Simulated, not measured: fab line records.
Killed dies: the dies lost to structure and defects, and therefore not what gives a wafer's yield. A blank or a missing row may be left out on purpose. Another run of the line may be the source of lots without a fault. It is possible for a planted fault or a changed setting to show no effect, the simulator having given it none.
fab line records | flow sky130
[record] lots = 12 wafers = 36 last-day = 50
route steps=708 shown VT_ADJUST_HVTR@138 VT_ADJUST_PCH@150 SONOS_TUNNEL@158 PAD_OPEN@708
lots with no fault: from the same line, run without faults
start-h: the number of hours between the record's first day and the start of the first shown wafer of the lot | wait-h: hours since the lot's step before | " repeats the value in the row above | L1.1+2: several wafers, shown together as one row | - either no value or no given start | * or withheld: withheld | < > ~ a bound
route shown NAME@n: NAME is a module with steps in the file, n the number in the route of the first one | usual: mean/standard deviation of fault-free wafers | same: alike in all rows | chamber/n: place in a boat | sites: readings site by site | _std_site: the standard deviation of these | _edge_site: the outer-site mean with the inner-site mean subtracted | radius-mm: how far each site lies from the wafer's centre | mask NAME#n: copy n | behind: tool/chamber where the wafer was last shaped | hold: reason for holding the lot/hours on hold/outcome of the hold | device: transistor that didn't switch, given as n, p or np | end of line: the route-end tests of the same wafers | for a step that has no rows: nothing shown but its recipe | killed: dies lost to structure and defects at the first sort, not the wafer's yield | map: dies across one wafer; x = killed, . = not, _ = none there
set.NAME: the setting that was run; set.NAME@STEP: the one run at that earlier step | model.NAME: the simulator's own value behind a step, which no gauge read
one table for each step of the route and one row for each wafer, over a sample of lots
services: the hour from which a tool's chamber was out of use, counted from the record's first day as start-h (under 0 if before that day), plus the number of hours and why
[[steps]]
[step SKY_VT_ADJUST_HVTR_CD_MEAS_07]
[recipe] target-cd-nm = 380
[usual] cd-nm = 379.4/2.5
// columns lot.wafer tool chamber start-h wait-h cd-nm
L371.2 cd-sem-02 - 199.00 0.1 380.3
L371.3 " - " " 376.6
L371.4 " - " " 378.0
L373.1 cd-sem-02 - 217.12 0.1 379.6
L373.2 " - " " 381.7
L373.3 " - " " 379.1
L374.2 cd-sem-02 - 224.74 0.1 374.8
L374.3 " - " " 375.9
L374.4 " - " " 376.0
L376.1 cd-sem-01 - 237.67 0.1 379.0
L376.3 " - " " 379.1
L376.6 " - " " 379.6
L377.1 cd-sem-02 - 249.07 0.1 378.6
L377.3 " - " " 377.8
L377.4 " - " " 376.8
L378.1 cd-sem-02 - 253.12 0.1 376.9
L378.3 " - " " 376.9
L378.4 " - " " 377.5
L383.2 cd-sem-02 - 291.15 0.1 379.5
L383.3 " - " " 381.6
L383.4 " - " " 380.4
L387.2 cd-sem-02 - 323.14 0.1 380.2
L387.3 " - " " 380.1
L387.5 " - " " 379.7
L388.1 cd-sem-01 - 326.82 0.1 380.2
L388.2 " - " " 379.4
L388.5 " - " " 379.4
L389.1 cd-sem-01 - 333.02 0.1 382.5
L389.3 " - " " 381.5
L389.6 " - " " 382.8
L391.2 cd-sem-01 - 350.54 0.1 377.6
L391.3 " - " " 381.7
L391.4 " - " " 378.5
L392.1 cd-sem-02 - 358.12 0.1 379.7
L392.5 " - " " 377.7
L392.6 " - " " 379.4
[step SKY_VT_ADJUST_HVTR_STRIP_10]
[recipe] chemistry = O2/N2 power-w = 1400 pressure-mtorr = 1500 platen-temp-c = withheld o2-flow-sccm = 3000 n2-flow-sccm = 300 overash-fraction = 0.5
[usual] drypump-motor-current-A = 6.28/0.23 oes-product-au = 0.716/0.0049 strip-time-to-endpoint-s = 14.18/0.04
// columns lot.wafer tool chamber start-h wait-h drypump-motor-current-A oes-product-au rf-hours-counter-h strip-time-to-endpoint-s
L371.2 plasma-asher-01 1 199.28 0.1 6.39 0.715 7 14.18
L371.3 " 1 " " 6.37 0.715 - 14.24
L371.4 " 0 " " 6.03 0.717 - 14.23
L373.1 plasma-asher-01 1 217.43 0.1 6.38 0.705 10 14.18
L373.2 " 0 " " 6.04 0.716 10 14.18
L373.3 " 1 " " 6.37 0.710 - 14.16
L374.2 plasma-asher-02 1 225.03 0.1 6.08 0.716 53 14.18
L374.3 " 0 " " 6.70 0.715 - 14.19
L374.4 " 1 " " 6.04 0.715 - 14.22
L376.1 plasma-asher-01 1 237.98 0.1 6.39 0.719 12 14.16
L376.3 " 0 " " 6.01 0.721 - 14.17
L376.6 " 1 " " 6.38 0.724 - 14.15
L377.1 plasma-asher-01 1 249.38 0.1 6.36 0.713 13 14.17
L377.3 " 1 " " 6.36 0.722 - 14.18
L377.4 " 0 " " 6.04 0.716 - 14.23
L378.1 plasma-asher-02 1 253.43 0.1 6.06 0.718 55 14.16
L378.3 " 1 " " 6.05 0.714 - 14.15
L378.4 " 0 " " 6.69 0.716 - 14.16
L383.2 plasma-asher-02 0 291.43 0.1 6.69 0.712 59 14.13
L383.3 " 1 " " 6.06 0.717 - 14.15
L383.4 " 0 " " 6.69 0.712 - 14.08
L387.2 plasma-asher-01 0 323.43 0.1 6.01 0.723 20 14.20
L387.3 " 1 " " 6.36 0.722 - 14.20
L387.5 " 0 " " 6.05 0.720 - 14.23
L388.1 plasma-asher-02 0 327.13 0.1 6.71 0.712 63 14.18
L388.2 " 1 " " 6.05 0.717 63 14.18
L388.5 " 1 " " 6.09 0.720 - 14.19
L389.1 plasma-asher-02 1 333.33 0.1 6.04 0.716 64 14.17
L389.3 " 1 " " 6.07 0.723 - 14.14
L389.6 " 1 " " 6.07 0.713 - 14.21
L391.2 plasma-asher-03 0 350.83 0.1 6.21 0.704 57 14.19
L391.3 " 0 " " 6.22 0.708 - 14.18
L391.4 " 1 " " 6.29 0.715 - 14.20
L392.1 plasma-asher-03 1 358.43 0.1 6.28 0.717 57 14.24
L392.5 " 1 " " 6.31 0.717 - 14.23
L392.6 " 0 " " 6.17 0.718 - 14.23
[step SKY_VT_ADJUST_PCH_OVL_MEAS_07]
[usual] VT_ADJUST_PCH_OVL = 0.2/1.3
// columns lot.wafer tool chamber start-h wait-h VT_ADJUST_PCH_OVL[nm]
L371.2 overlay-01 - 221.43 - -2.9
L371.3 " - " " -2.0
L371.4 " - " " -1.7
L373.1 overlay-02 - 240.08 - 0.4
L373.2 " - " " 2.9
L373.3 " - " " -1.0
L374.2 overlay-01 - 247.67 - 1.5
L374.3 " - " " 0.7
L374.4 " - " " 2.4
L376.1 overlay-02 - 260.93 - -0.3
L376.3 " - " " -0.7
L376.6 " - " " -1.3
L377.1 overlay-02 - 272.88 - 1.5
L377.3 " - " " 3.0
L377.4 " - " " 1.1
L378.1 overlay-02 - 278.13 - -0.4
L378.3 " - " " -0.2
L378.4 " - " " -0.1
L383.2 overlay-01 - 316.72 - 0.1
L383.3 " - " " 1.0
L383.4 " - " " -0.2
L387.2 overlay-01 - 349.93 - 1.1
L387.3 " - " " -1.2
L387.5 " - " " 0.9
L388.1 overlay-01 - 353.82 - -1.4
L388.2 " - " " -0.5
L388.5 " - " " -1.5
L389.1 overlay-02 - 360.21 - 0.0
L389.3 " - " " 1.1
L389.6 " - " " -0.1
L391.2 overlay-01 - 379.13 - -0.3
L391.3 " - " " -0.9
L391.4 " - " " 0.5
L392.1 overlay-02 - 386.42 - -1.1
L392.5 " - " " -0.2
L392.6 " - " " -0.7
[step SKY_SONOS_TUNNEL_EXPOSE_04]
[recipe] mask-id = TUNM na = 0.6 source-shape = conventional sigma-outer = 0.6 polarization = unpolarized target-cd-nm = 410 dose-mj = 136
[usual] exposure-dose-mJ-cm2 = 135.92/0.15 stage-vel-mm-s = 500.01/0.23
[same] sigma-outer = 0.6
// columns lot.wafer tool chamber start-h wait-h mask exposure-dose-mJ-cm2 stage-vel-mm-s
L371.2 iline-stepper-02 0 233.71 - TUNM#0 136.03 499.59
L371.3 " 0 " " TUNM#0 135.97 500.02
L371.4 " 0 " " TUNM#0 135.94 499.66
L373.1 iline-stepper-01 0 252.49 - TUNM#0 135.88 500.06
L373.2 " 0 " " TUNM#0 135.92 500.27
L373.3 " 0 " " TUNM#0 135.89 500.00
L374.2 iline-stepper-02 0 260.07 - TUNM#0 135.64 500.33
L374.3 " 0 " " TUNM#0 135.71 500.08
L374.4 " 0 " " TUNM#0 135.77 500.02
L376.1 iline-stepper-02 0 272.79 - TUNM#0 136.06 499.96
L376.3 " 0 " " TUNM#0 135.94 499.90
L376.6 " 0 " " TUNM#0 136.06 499.86
L377.1 iline-stepper-01 0 285.95 - TUNM#0 136.12 499.84
L377.3 " 0 " " TUNM#0 136.05 499.83
L377.4 " 0 " " TUNM#0 135.76 499.50
L378.1 iline-stepper-01 0 290.64 - TUNM#0 135.99 500.27
L378.3 " 0 " " TUNM#0 136.23 499.91
L378.4 " 0 " " TUNM#0 136.19 500.36
L383.2 iline-stepper-02 0 330.62 - TUNM#0 135.66 500.05
L383.3 " 0 " " TUNM#0 135.95 499.81
L383.4 " 0 " " TUNM#0 135.78 499.96
L387.2 iline-stepper-02 0 364.07 - TUNM#0 104.59 499.68
L387.3 " 0 " " TUNM#0 104.49 499.97
L387.5 " 0 " " TUNM#0 104.31 500.26
L388.1 iline-stepper-02 0 368.07 - TUNM#0 104.36 500.22
L388.2 " 0 " " TUNM#0 104.23 500.09
L388.5 " 0 " " TUNM#0 104.21 500.12
L389.1 iline-stepper-01 0 374.95 - TUNM#0 136.02 499.94
L389.3 " 0 " " TUNM#0 135.95 499.79
L389.6 " 0 " " TUNM#0 135.82 500.16
L391.2 iline-stepper-02 0 394.07 - TUNM#0 115.53 500.14
L391.3 " 0 " " TUNM#0 115.51 499.77
L391.4 " 0 " " TUNM#0 115.39 499.72
L392.1 iline-stepper-02 0 401.81 - TUNM#0 115.54 500.16
L392.5 " 0 " " TUNM#0 115.66 500.19
L392.6 " 0 " " TUNM#0 115.40 499.99
[step SKY_SONOS_TUNNEL_CD_MEAS_07]
[recipe] target-cd-nm = 410
[usual] cd-nm = 409.3/2.3
// columns lot.wafer tool chamber start-h wait-h cd-nm
L371.2 cd-sem-02 - 244.59 0.1 408.1
L371.3 " - " " 409.0
L371.4 " - " " 406.7
L373.1 cd-sem-01 - 264.22 0.1 406.7
L373.2 " - " " 409.1
L373.3 " - " " 410.2
L374.2 cd-sem-01 - 271.49 0.1 411.4
L374.3 " - " " 411.4
L374.4 " - " " 411.6
L376.1 cd-sem-01 - 285.42 0.1 407.4
L376.3 " - " " 408.5
L376.6 " - " " 407.4
L377.1 cd-sem-01 - 297.67 0.1 412.2
L377.3 " - " " 411.8
L377.4 " - " " 412.1
L378.1 cd-sem-01 - 302.87 0.1 411.1
L378.3 " - " " 410.0
L378.4 " - " " 408.4
L383.2 cd-sem-02 - 343.54 0.1 412.5
L383.3 " - " " 411.3
L383.4 " - " " 410.6
L387.2 cd-sem-01 - 378.68 0.1 335.1
L387.3 " - " " 332.7
L387.5 " - " " 333.0
L388.1 cd-sem-01 - 381.92 0.1 336.5
L388.2 " - " " 335.0
L388.5 " - " " 333.1
L389.1 cd-sem-02 - 389.02 0.1 410.8
L389.3 " - " " 409.8
L389.6 " - " " 408.0
L391.2 cd-sem-01 - 408.58 0.1 362.9
L391.3 " - " " 364.9
L391.4 " - " " 365.0
L392.1 cd-sem-02 - 416.57 0.1 361.5
L392.5 " - " " 362.4
L392.6 " - " " 364.1
[step SKY_PAD_OPEN_PROBE_99]
[usual] killed_at_M0_to_M3 = 44/7.1 killed_at_M4_up = 3.3/1.8 killed-at-contacts = 23/5.5 killed-at-front-end = 15/4.5 killed-at-other = 0.2/0.48 killed-dies = 85/8.4 killed-on-rim = 17/3.5 killed-open = 46/6.6 killed-short = 39/6.1
[same] gross-dies = 492 killed-at-back-side = 0
// columns lot.wafer tool chamber start-h wait-h killed_at_M0_to_M3 killed_at_M4_up killed-at-contacts killed-at-front-end killed-at-other killed-dies killed-on-rim killed-open killed-short
L371.2 prober-01 - 1072.49 0.1 47 4 16 16 0 83 15 51 32
L371.3 prober-01 - 1072.54 0.2 54 7 28 14 0 103 11 65 38
L371.4 prober-01 - 1072.59 0.2 42 2 24 8 0 76 18 34 42
L373.1 prober-01 - 1080.78 0.1 39 4 25 16 1 85 16 50 34
L373.2 prober-01 - 1080.83 0.1 50 7 21 13 0 91 13 41 50
L373.3 prober-01 - 1080.88 0.2 39 5 31 14 0 89 22 41 47
L374.2 prober-02 - 1093.65 0.1 47 3 29 13 0 92 18 52 40
L374.3 prober-02 - 1093.70 0.2 36 3 16 16 1 72 15 33 39
L374.4 prober-02 - 1093.75 0.2 45 2 24 14 0 85 11 52 33
L376.1 prober-01 - 1105.21 0.1 40 3 24 17 0 84 16 41 43
L376.3 prober-01 - 1105.31 0.2 43 2 22 18 1 86 19 41 44
L376.6 prober-01 - 1105.46 0.2 60 3 12 28 0 103 18 58 45
L377.1 prober-02 - 1112.53 0.1 48 4 18 16 0 86 20 43 43
L377.3 prober-02 - 1112.63 0.2 45 6 16 14 0 81 20 37 44
L377.4 prober-02 - 1112.68 0.2 50 2 26 12 0 90 16 51 39
L378.1 prober-02 - 1119.10 0.1 43 3 24 17 0 87 14 43 44
L378.3 prober-02 - 1119.20 0.2 57 1 18 19 0 95 17 49 43
L378.4 prober-02 - 1119.25 0.2 38 8 22 12 0 80 22 45 32
L383.2 prober-01 - 1147.42 0.1 41 4 25 23 1 94 14 57 36
L383.3 prober-01 - 1147.47 0.2 50 4 34 12 0 100 21 51 49
L383.4 prober-01 - 1147.52 0.2 50 4 18 15 1 88 21 50 38
L388.1 prober-02 - 1172.45 0.1 51 3 24 241 0 319 89 42 46
L388.2 prober-02 - 1172.50 0.1 42 3 33 247 0 325 92 59 38
L388.5 prober-02 - 1172.65 0.2 41 1 29 247 0 318 94 41 42
L389.1 prober-01 - 1176.54 0.1 49 2 16 16 0 83 15 44 39
L389.3 prober-01 - 1176.64 0.2 39 1 32 19 0 91 15 56 35
L389.6 prober-01 - 1176.79 0.2 38 3 15 16 1 73 16 39 33
L387.2 prober-02 - 1177.74 0.1 28 1 30 255 0 314 90 41 33
L387.3 prober-02 - 1177.79 0.2 49 4 16 253 3 325 95 48 40
L387.5 prober-02 - 1177.89 0.2 31 3 25 279 0 338 93 42 42
L391.2 prober-02 - 1185.08 0.1 43 2 26 24 1 96 18 44 40
L391.3 prober-02 - 1185.13 0.2 39 4 28 23 0 94 23 41 43
L391.4 prober-02 - 1185.18 0.2 44 6 31 22 1 104 30 46 50
L392.1 prober-01 - 1189.41 0.1 41 2 29 25 0 97 23 46 43
L392.5 prober-01 - 1189.61 0.2 59 3 20 18 1 101 21 58 33
L392.6 prober-01 - 1189.66 0.2 37 4 14 29 0 84 24 40 34
// killed by level:class
L371.2 VIA1:geometric-particle:open=12 LI_CONTACT:geometric-particle:open=8 VIA2:geometric-particle:open=8 POLY_GATE:geometric-particle:open=7 METAL2:geometric-particle:short=7 VIA1:geometric-particle:short=6 CONTACT:geometric-particle:open=5 VIA3:geometric-particle:open=4
L371.3 VIA1:geometric-particle:open=15 CONTACT:geometric-particle:open=14 VIA2:geometric-particle:open=8 LI_CONTACT:geometric-particle:open=7 METAL2:geometric-particle:short=7 VIA3:geometric-particle:open=7 VIA2:geometric-particle:short=5 FIELD_ISO:geometric-particle:open=4
L371.4 VIA1:geometric-particle:open=9 CONTACT:geometric-particle:open=8 METAL1:geometric-particle:short=8 LI_CONTACT:geometric-particle:open=7 CONTACT:geometric-particle:short=4 METAL2:geometric-particle:short=4 VIA2:geometric-particle:short=4 METAL3:geometric-particle:short=4
L373.1 CONTACT:geometric-particle:open=12 VIA1:geometric-particle:open=8 LI_CONTACT:geometric-particle:open=7 VIA2:geometric-particle:open=7 FIELD_ISO:geometric-particle:open=6 VIA3:geometric-particle:open=6 FIELD_ISO:geometric-particle:short=5 METAL1:geometric-particle:short=5
L373.2 VIA1:geometric-particle:open=12 CONTACT:geometric-particle:open=8 METAL2:geometric-particle:short=7 METAL3:geometric-particle:short=7 METAL4:geometric-particle:short=6 METAL1:geometric-particle:short=6 VIA2:geometric-particle:open=5 LI_CONTACT:geometric-particle:open=5
L373.3 CONTACT:geometric-particle:open=11 METAL2:geometric-particle:short=8 VIA1:geometric-particle:open=7 LOCAL_INTERCONNECT:geometric-particle:short=7 VIA2:geometric-particle:open=7 VIA1:geometric-particle:short=6 LI_CONTACT:geometric-particle:open=6 FIELD_ISO:geometric-particle:short=5
L374.2 CONTACT:geometric-particle:open=11 VIA1:geometric-particle:open=11 VIA2:geometric-particle:open=8 LI_CONTACT:geometric-particle:open=7 METAL2:geometric-particle:short=6 CONTACT:geometric-particle:short=6 METAL1:geometric-particle:short=5 VIA3:geometric-particle:open=5
L374.3 VIA1:geometric-particle:open=8 VIA3:geometric-particle:open=6 FIELD_ISO:geometric-particle:short=6 CONTACT:geometric-particle:open=5 CONTACT:geometric-particle:short=5 VIA2:geometric-particle:short=5 VIA1:geometric-particle:short=5 FIELD_ISO:geometric-particle:open=4
L374.4 VIA1:geometric-particle:open=15 LI_CONTACT:geometric-particle:open=10 CONTACT:geometric-particle:open=9 FIELD_ISO:geometric-particle:short=5 METAL2:geometric-particle:short=5 VIA2:geometric-particle:open=5 VIA3:geometric-particle:open=5 CONTACT:geometric-particle:short=4
L376.1 VIA1:geometric-particle:open=11 LI_CONTACT:geometric-particle:open=8 FIELD_ISO:geometric-particle:short=7 LOCAL_INTERCONNECT:geometric-particle:short=6 VIA2:geometric-particle:open=6 CONTACT:geometric-particle:open=5 FIELD_ISO:geometric-particle:open=4 VIA1:geometric-particle:short=4
L376.3 VIA1:geometric-particle:open=9 METAL1:geometric-particle:short=7 VIA2:geometric-particle:open=7 LI_CONTACT:geometric-particle:short=6 VIA3:geometric-particle:open=6 POLY_GATE:geometric-particle:short=5 POLY_GATE:geometric-particle:open=5 LI_CONTACT:geometric-particle:open=4
L376.6 VIA3:geometric-particle:open=14 VIA2:geometric-particle:open=13 VIA1:geometric-particle:open=11 POLY_GATE:geometric-particle:short=10 FIELD_ISO:geometric-particle:short=6 VIA1:geometric-particle:short=5 METAL2:geometric-particle:short=5 CONTACT:geometric-particle:open=5
L377.1 VIA2:geometric-particle:open=9 METAL1:geometric-particle:short=8 LI_CONTACT:geometric-particle:open=7 VIA1:geometric-particle:open=7 POLY_GATE:geometric-particle:open=6 CONTACT:geometric-particle:open=6 VIA1:geometric-particle:short=6 POLY_GATE:geometric-particle:short=4
L377.3 VIA1:geometric-particle:open=15 METAL2:geometric-particle:short=10 VIA1:geometric-particle:short=6 VIA3:geometric-particle:open=5 VIA2:geometric-particle:short=5 LI_CONTACT:geometric-particle:open=4 LOCAL_INTERCONNECT:geometric-particle:short=4 POLY_GATE:geometric-particle:short=3
L377.4 VIA1:geometric-particle:open=13 LI_CONTACT:geometric-particle:open=9 VIA2:geometric-particle:open=8 POLY_GATE:geometric-particle:open=6 VIA1:geometric-particle:short=6 VIA3:geometric-particle:open=6 METAL1:geometric-particle:short=5 METAL2:geometric-particle:short=5
L378.1 VIA1:geometric-particle:open=12 CONTACT:geometric-particle:open=10 VIA1:geometric-particle:short=8 CONTACT:geometric-particle:short=6 METAL3:geometric-particle:short=6 FIELD_ISO:geometric-particle:open=5 VIA3:geometric-particle:open=5 METAL2:geometric-particle:short=4
L378.3 VIA1:geometric-particle:open=13 VIA3:geometric-particle:open=9 METAL1:geometric-particle:short=7 POLY_GATE:geometric-particle:open=6 VIA1:geometric-particle:short=6 VIA2:geometric-particle:open=5 VIA3:geometric-particle:short=5 POLY_GATE:geometric-particle:short=4
L378.4 CONTACT:geometric-particle:open=11 VIA1:geometric-particle:open=8 VIA2:geometric-particle:open=8 VIA2:geometric-particle:short=5 METAL4:geometric-particle:short=5 VIA3:geometric-particle:open=5 LI_CONTACT:geometric-particle:short=4 LI_CONTACT:geometric-particle:open=4
L383.2 CONTACT:geometric-particle:open=14 VIA1:geometric-particle:open=11 POLY_GATE:geometric-particle:open=7 FIELD_ISO:geometric-particle:open=6 LI_CONTACT:geometric-particle:open=6 VIA2:geometric-particle:short=6 METAL2:geometric-particle:short=6 VIA3:geometric-particle:open=4
L383.3 CONTACT:geometric-particle:open=12 VIA1:geometric-particle:open=9 CONTACT:geometric-particle:short=8 VIA3:geometric-particle:short=8 METAL2:geometric-particle:short=8 LOCAL_INTERCONNECT:geometric-particle:short=7 VIA3:geometric-particle:open=7 LI_CONTACT:geometric-particle:open=5
L383.4 VIA1:geometric-particle:open=15 VIA3:geometric-particle:open=9 CONTACT:geometric-particle:open=8 METAL2:geometric-particle:short=8 VIA2:geometric-particle:open=5 POLY_GATE:geometric-particle:open=4 POLY_GATE:geometric-particle:short=4 METAL4:geometric-particle:short=4
L388.1 SONOS_TUNNEL:area-expose=231 VIA3:geometric-particle:open=8 VIA2:geometric-particle:open=8 CONTACT:geometric-particle:open=7 METAL2:geometric-particle:short=7 VIA1:geometric-particle:open=6 LI_CONTACT:geometric-particle:open=6 CONTACT:geometric-particle:short=6
L388.2 SONOS_TUNNEL:area-expose=228 LI_CONTACT:geometric-particle:open=11 VIA1:geometric-particle:open=9 POLY_GATE:geometric-particle:open=8 CONTACT:geometric-particle:open=8 VIA1:geometric-particle:short=7 LOCAL_INTERCONNECT:geometric-particle:short=7 VIA3:geometric-particle:open=7
L388.5 SONOS_TUNNEL:area-expose=235 CONTACT:geometric-particle:open=11 LI_CONTACT:geometric-particle:open=6 METAL1:geometric-particle:short=6 CONTACT:geometric-particle:short=6 VIA1:geometric-particle:open=6 VIA1:geometric-particle:short=6 FIELD_ISO:geometric-particle:short=5
L389.1 VIA1:geometric-particle:open=12 VIA3:geometric-particle:open=7 VIA3:geometric-particle:short=6 METAL2:geometric-particle:short=5 VIA2:geometric-particle:short=5 FIELD_ISO:geometric-particle:open=4 POLY_GATE:geometric-particle:open=4 CONTACT:geometric-particle:open=4
L389.3 CONTACT:geometric-particle:open=13 VIA1:geometric-particle:open=9 LI_CONTACT:geometric-particle:open=6 VIA2:geometric-particle:open=6 VIA3:geometric-particle:open=6 FIELD_ISO:geometric-particle:short=5 POLY_GATE:geometric-particle:open=5 CONTACT:geometric-particle:short=5
L389.6 VIA1:geometric-particle:open=10 FIELD_ISO:geometric-particle:short=5 LI_CONTACT:geometric-particle:open=5 METAL1:geometric-particle:short=5 VIA3:geometric-particle:open=5 FIELD_ISO:geometric-particle:open=4 METAL2:geometric-particle:short=4 VIA1:geometric-particle:short=4
L387.2 SONOS_TUNNEL:area-expose=240 CONTACT:geometric-particle:open=10 LI_CONTACT:geometric-particle:open=7 VIA3:geometric-particle:open=7 LOCAL_INTERCONNECT:geometric-particle:short=6 POLY_GATE:geometric-particle:short=5 SPACER:geometric-particle:open=4 LOCAL_INTERCONNECT:geometric-particle:open=4
L387.3 SONOS_TUNNEL:area-expose=237 VIA3:geometric-particle:open=13 LI_CONTACT:geometric-particle:open=7 VIA2:geometric-particle:open=7 METAL1:geometric-particle:short=5 VIA1:geometric-particle:open=5 METAL2:geometric-particle:short=5 VIA2:geometric-particle:short=5
L387.5 SONOS_TUNNEL:area-expose=254 CONTACT:geometric-particle:open=9 LI_CONTACT:geometric-particle:open=9 FIELD_ISO:geometric-particle:short=6 POLY_GATE:geometric-particle:open=5 METAL1:geometric-particle:short=5 VIA1:geometric-particle:short=5 VIA3:geometric-particle:short=4
L391.2 VIA1:geometric-particle:open=13 SONOS_TUNNEL:area-expose=11 LI_CONTACT:geometric-particle:open=9 VIA3:geometric-particle:short=7 CONTACT:geometric-particle:open=6 LI_CONTACT:geometric-particle:short=5 VIA3:geometric-particle:open=5 METAL2:geometric-particle:short=4
L391.3 CONTACT:geometric-particle:open=11 SONOS_TUNNEL:area-expose=10 VIA3:geometric-particle:open=8 LI_CONTACT:geometric-particle:open=7 VIA1:geometric-particle:open=5 METAL3:geometric-particle:short=5 VIA3:geometric-particle:short=5 FIELD_ISO:geometric-particle:short=4
L391.4 VIA1:geometric-particle:open=13 CONTACT:geometric-particle:open=12 LI_CONTACT:geometric-particle:open=8 VIA1:geometric-particle:short=7 SONOS_TUNNEL:area-expose=7 POLY_GATE:geometric-particle:short=5 LOCAL_INTERCONNECT:geometric-particle:short=5 CONTACT:geometric-particle:short=5
L392.1 VIA2:geometric-particle:open=13 CONTACT:geometric-particle:open=9 LI_CONTACT:geometric-particle:open=8 SONOS_TUNNEL:area-expose=8 FIELD_ISO:geometric-particle:open=6 FIELD_ISO:geometric-particle:short=6 CONTACT:geometric-particle:short=6 VIA1:geometric-particle:short=6
L392.5 VIA1:geometric-particle:open=14 VIA2:geometric-particle:open=13 SONOS_TUNNEL:area-expose=10 LI_CONTACT:geometric-particle:open=8 VIA3:geometric-particle:open=7 CONTACT:geometric-particle:open=6 METAL1:geometric-particle:short=5 VIA1:geometric-particle:short=5
L392.6 FIELD_ISO:geometric-particle:open=11 SONOS_TUNNEL:area-expose=10 VIA3:geometric-particle:open=8 VIA2:geometric-particle:open=5 FIELD_ISO:geometric-particle:short=4 LI_CONTACT:geometric-particle:open=4 METAL1:geometric-particle:short=4 METAL2:geometric-particle:short=4
[[services]]
// columns tool chamber start-h hours kind
plasma-asher-01 - 183.32 2.7 repair
iline-stepper-02 - 187.60 1.7 pm
iline-stepper-02 0 189.32 - calibration
plasma-asher-02 - 204.16 15.6 pm
iline-stepper-02 - 216.00 3.9 repair
plasma-asher-03 - 226.50 2.6 repair
plasma-asher-03 - 232.62 1.0 repair
plasma-asher-02 - 282.22 0.6 repair
iline-stepper-02 - 295.85 1.4 repair
plasma-asher-01 - 299.56 13.6 repair
iline-stepper-01 0 311.50 - calibration
plasma-asher-02 - 336.46 6.8 repair
plasma-asher-02 - 359.83 21.6 repair
iline-stepper-01 - 392.67 1.7 pm
iline-stepper-02 0 396.55 - calibration
[[key]]
[first-sign] step = SKY_SONOS_TUNNEL_EXPOSE_04 reading = exposure-dose-mJ-cm2 direction = down sigmas = 99+ usual = * struck = *
[effect] step = SKY_SONOS_TUNNEL_CD_MEAS_07 reading = cd-nm direction = down sigmas = 26 usual = 409.3 struck = 348.9 through = control-loop
[effect] step = SKY_PAD_OPEN_PROBE_99 reading = killed-at-front-end direction = up sigmas = 28 usual = 15 struck = 139 wafers-moved = 10
[more-kills-born-at] SKY_SONOS_TUNNEL_EXPOSE_04@iline-stepper-02 = 1481
met-at SKY_SONOS_TUNNEL_EXPOSE_04
struck-lots L387,L388,L391,L392
later-rows-left-out L387.5
tester-left-out L387,L388,L391,L392
[loop-trim] step = SKY_SONOS_TUNNEL_EXPOSE_04 setting = dose lots = L391,L392
not-acting-at SKY_VT_ADJUST_HVTR_CD_MEAS_07,SKY_VT_ADJUST_HVTR_STRIP_10,SKY_VT_ADJUST_PCH_OVL_MEAS_07
onset-between 330.62 364.07
[fault] kind = process-parameter-drift tool = iline-stepper-02 chamber = - onset-h = 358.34 steps = SKY_SONOS_TUNNEL_EXPOSE_04 channel = dose-mj offset = -31.674 shape = step acts-in = these-recipes-only stated = 136
// tester-left-out: of these lots the tester's yield and bins aren't shown, on N5 and GAA mostly nor the transistor test; their killed dies are dies lost to structure and defects alone, not to doping, threshold or leakage, so they don't give the yield
// later-rows-left-out: the simulator's readings of these wafers behind a module that went badly wrong aren't trusted and aren't shown, but for the sort
// loop-trim: a control loop set the setting to another value than it would have without faults
